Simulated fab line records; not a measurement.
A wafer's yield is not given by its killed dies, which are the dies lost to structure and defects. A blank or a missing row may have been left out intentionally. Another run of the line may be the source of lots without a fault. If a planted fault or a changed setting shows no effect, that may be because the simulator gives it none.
Which tool did it?	flow gf180mcu	13 lots, 37 wafers sampled, at 4 steps of a route of 602

## WHAT THE GAUGES SHOWED, per wafer
GF_V3_OVL_MEAS_15.
lot	measured	on	V3_OVL (nm)
L902	day 22 08:26	overlay-01	5 6 3
L904	day 23 13:38	overlay-02	-9 -10 -11
L906	day 23 19:05	overlay-02	-7 -6 -10
L905	day 24 00:00	overlay-02	1 -1 0
L908	day 24 14:53	overlay-02	3 5 4
L909	day 25 00:53	overlay-02	-13 -13 -10
L911	day 25 11:05	overlay-01	-2 -2 0
L912	day 25 23:35	overlay-02	-4 -9 -9
L913	day 26 03:08	overlay-02	-4 -1 -4
L914	day 26 14:08	overlay-02	-4 -10
L915	day 26 22:32	overlay-02	-7 -2
L924	day 29 09:32	overlay-01	-12 -7 -6
L925	day 29 12:20	overlay-02	-10 -13 -7

GF_V4_THK_MEAS_03.
lot	measured	on	V4_CVD_02_THK (nm)
L902	day 23 09:08	film metro-03	842 853 855
L904	day 24 14:55	film metro-04	842 848 847
L906	day 24 19:16	film metro-02	846 860 870
L905	day 25 00:38	film metro-04	844 853 836
L908	day 25 14:55	film metro-02	828 849 842
L909	day 26 01:11	film metro-02	836 853 852
L911	day 26 10:23	film metro-03	846 852 858
L912	day 26 22:27	film metro-04	840 861 861
L913	day 27 02:04	film metro-04	840 835 841
L914	day 27 12:22	film metro-03	841 848
L915	day 27 22:11	film metro-04	851 842
L924	day 30 07:01	film metro-04	830 840 853
L925	day 30 09:46	film metro-04	845 838 863

GF_V4_CD_MEAS_14: the cd target is 260 nm.
lot	measured	on	cd nm (nm)
L902	day 24 07:44	cd sem-01	259.9 259.0 260.0
L904	day 25 12:41	cd sem-01	260.2 260.1 260.6
L906	day 25 16:59	cd sem-01	261.1 260.4 259.5
L905	day 25 21:47	cd sem-02	259.8 260.3 260.0
L908	day 26 11:41	cd sem-02	261.9 262.0 261.5
L909	day 26 21:47	cd sem-02	260.7 262.4 260.5
L911	day 27 06:57	cd sem-02	260.0 260.6 261.1
L912	day 27 18:55	cd sem-02	261.1 260.6 261.2
L913	day 27 21:43	cd sem-02	261.8 260.6 262.4
L914	day 28 08:14	cd sem-01	265.2 259.6
L915	day 28 17:56	cd sem-01	260.9 265.5
L924	day 31 01:53	cd sem-01	260.4 260.1 259.5
L925	day 31 04:34	cd sem-01	259.1 260.5 259.9

## WHAT TOOL EACH LOT RAN ON (gives the tool, then ch and the chambers of the sampled wafers, and finally the start)
lot	GF_V4_EXPOSE_11
L902	krf scanner-01 ch 0, day 23 21:05
L904	krf scanner-02 ch 0, day 25 02:14
L906	krf scanner-02 ch 0, day 25 06:28
L905	krf scanner-01 ch 0, day 25 11:52
L908	krf scanner-02 ch 0, day 26 01:46
L909	krf scanner-01 ch 0, day 26 11:55
L911	krf scanner-02 ch 0, day 26 20:43
L912	krf scanner-02 ch 0, day 27 09:28
L913	krf scanner-02 ch 0, day 27 12:34
L914	krf scanner-02 ch 0, day 27 22:42
L915	krf scanner-02 ch 0, day 28 08:26
L924	krf scanner-01 ch 0, day 30 16:44
L925	krf scanner-01 ch 0, day 30 19:46
- GF_V4_EXPOSE_11: exposes mask Via4, target cd 260 nm.

## WHAT THE TOOLS THEMSELVES READ (means of the sampled wafers that have a number; where no wafer has one, the mark that the record gives instead)
GF_V4_EXPOSE_11.
lot	tool	reticle temp C (C)
L902	krf scanner-01	23.08
L904	krf scanner-02	23.05
L906	krf scanner-02	23.04
L905	krf scanner-01	23.08
L908	krf scanner-02	22.93
L909	krf scanner-01	23.04
L911	krf scanner-02	23.11
L912	krf scanner-02	22.95
L913	krf scanner-02	22.91
L914	krf scanner-02	23.04
L915	krf scanner-02	22.97
L924	krf scanner-01	22.96
L925	krf scanner-01	22.97

## THE ANSWER, worked out from the rows above alone
Rule: usual is defined by the lots themselves. The widest of any qualifying gaps counts: lots, ordered by their means at a reading, are off when they make up no more than a third of the lots, leave a main group of 4 or more, and stand apart from it by 3 or more times the standard deviation of that group's means. A main group is skipped when, at the precision printed for the reading in the tables above, its means are all equal. Also off: a lot with no number at a reading for which 4 or more lots have one. Where the step has rows for the other lots, those lots are counted as sound. Order of review: gauges by route order, followed by the tools' own readings, for which a lot's mean as printed above is used. The first step at which some lot is off is used, and at that step the reading that is off furthest; a lot without a number counts as furthest.
Nothing can be told from this: no lot is off at any reading shown.

## WHAT WAS PUT IN BY THE SIMULATOR
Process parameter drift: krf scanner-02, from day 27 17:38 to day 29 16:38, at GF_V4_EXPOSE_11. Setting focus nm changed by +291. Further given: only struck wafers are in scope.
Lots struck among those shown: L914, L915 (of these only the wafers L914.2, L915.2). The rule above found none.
